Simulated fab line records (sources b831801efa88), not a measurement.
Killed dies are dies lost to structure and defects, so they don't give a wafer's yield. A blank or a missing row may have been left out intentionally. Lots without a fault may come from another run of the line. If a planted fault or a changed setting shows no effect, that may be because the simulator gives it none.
Comparing a struck lot with a sound one	flow gf180mcu	26 steps out of a route of 602
Sound: the wafers L679.1, L679.2, L679.3. Struck: wafers L689.3, L689.4, L689.5. Last of all comes the cause.
Order at every step that has rows: each side's tool, ch and its chambers, its first start. Under that, the readings that differ: sound wafers	struck wafers	difference of the means	sigmas: that difference in standard deviations of wafers without a fault.
alike: a reading whose means differ by less than 2 such deviations, as well as words and numbers matching on both sides. not compared: withheld readings; readings where some wafer has no value; bounds like >300 that might hide an equal value; numbers whose values overlap and for which the record gives no deviation.
A row with sigmas, a row that says differs or no value, or rows on one side alone: a step with any of these is where the two part. Numbers that have no deviation but don't overlap get no sigmas and don't part them. A reading missing from all wafers of one side parts the sides only when that side holds two or more wafers.

first, 5 steps without rows for these wafers: GF_HV_LDD_COAT_14 (resist thk 1000 nm); GF_HV_LDD_SOFTBAKE_15 (time 60 s); GF_HV_LDD_EXPOSE_16 (exposes mask Pplus LV AREA, target cd 400 nm); GF_HV_LDD_PEB_17; GF_HV_LDD_DEVELOP_18 (develop time 60 s).
GF_HV_LDD_CD_MEAS_19 targets a cd of 400 nm.
  sound on cd sem-01, day 12 17:37; struck on cd sem-02, day 15 15:42
reading	sound	struck	difference	sigmas
cd nm (nm)	403.8 405.8 404.3	401.0 398.3 398.9	-5.2	-2
GF_HV_LDD_OVL_MEAS_20:
  sound on overlay-02, day 12 17:44; struck on overlay-01, day 15 15:47
  alike: HV_LDD_01_OVL
then, 1 step without rows for these wafers: GF_HV_LDD_IMPLANT_21.
GF_HV_LDD_STRIP_22: strips in O2/N2.
  sound on plasma asher-01 ch 0,1, day 12 17:55; struck on plasma asher-02 ch 0,1, day 15 16:00
  alike: drypump motor current A, heater power w, n2 flow sccm, oes product au, strip time to endpoint s
  not compared: rf hours counter h
GF_HV_LDD_TW_MEAS_23:
  sound on film metro-03, day 12 18:01; struck on film metro-03, day 15 16:05
  alike: HV_LDD_2_TW
then, 2 steps without rows for these wafers: GF_HV_LDD_DEHYDRATE_24 (time 60 s); GF_HV_LDD_HMDS_25 (prime time 60 s).
GF_HV_LDD_COAT_26: resist thk 1000 nm.
  sound on litho track-02 ch 0, day 13 03:46; struck on litho track-01 ch 0, day 16 02:49
reading	sound	struck	difference	sigmas
model.NOVOLAK_of_HV_LDD_COAT_26.thk nm (nm)	1001 999 1002	964.2 963.1 962	-37.6	
then, 3 steps without rows for these wafers: GF_HV_LDD_SOFTBAKE_27 (time 60 s); GF_HV_LDD_EXPOSE_28 (exposes mask Nplus HV AREA, target cd 400 nm); GF_HV_LDD_PEB_29.
GF_HV_LDD_DEVELOP_30: develop time 60 s.
  sound on litho track-03 ch 0, day 13 13:41; struck on litho track-01 ch 0, day 16 13:40
reading	sound	struck	difference	sigmas
model.NOVOLAK_of_HV_LDD_COAT_26.thk nm (nm)	1000 998.5 1001	963.8 962.7 961.6	-37.1	
GF_HV_LDD_CD_MEAS_31 targets a cd of 400 nm.
  sound on cd sem-01, day 13 13:50; struck on cd sem-02, day 16 13:48
  alike: cd nm
GF_HV_LDD_OVL_MEAS_32:
  sound on overlay-01, day 13 13:58; struck on overlay-02, day 16 13:53
  alike: HV_LDD_02_OVL
then, 4 steps without rows for these wafers: GF_HV_LDD_IMPLANT_33; GF_HV_LDD_IMPLANT_34; GF_HV_LDD_IMPLANT_35; GF_HV_LDD_IMPLANT_36.
GF_HV_LDD_STRIP_37: strips in O2/N2.
  sound on plasma asher-02 ch 0,1, day 13 14:36; struck on plasma asher-03 ch 0,1, day 16 14:33
reading	sound	struck	difference	sigmas
strip time to endpoint s (s)	12.63 12.61 12.66	12.22 12.19 12.19	-0.43	-12
  alike: drypump motor current A, heater power w, n2 flow sccm, oes product au
  not compared: rf hours counter h
GF_HV_LDD_TW_MEAS_38:
  sound on film metro-01, day 13 14:42; struck on film metro-03, day 16 14:38
  alike: HV_LDD_3_TW
GF_PASSIVATION_PROBE_99:
  sound wafers here have rows in the record (prober-02, day 30 18:37); struck ones have none

WHERE THEY PART
First at GF_HV_LDD_CD_MEAS_19; last, within this record, at GF_PASSIVATION_PROBE_99.

WHY: what the simulator had put in
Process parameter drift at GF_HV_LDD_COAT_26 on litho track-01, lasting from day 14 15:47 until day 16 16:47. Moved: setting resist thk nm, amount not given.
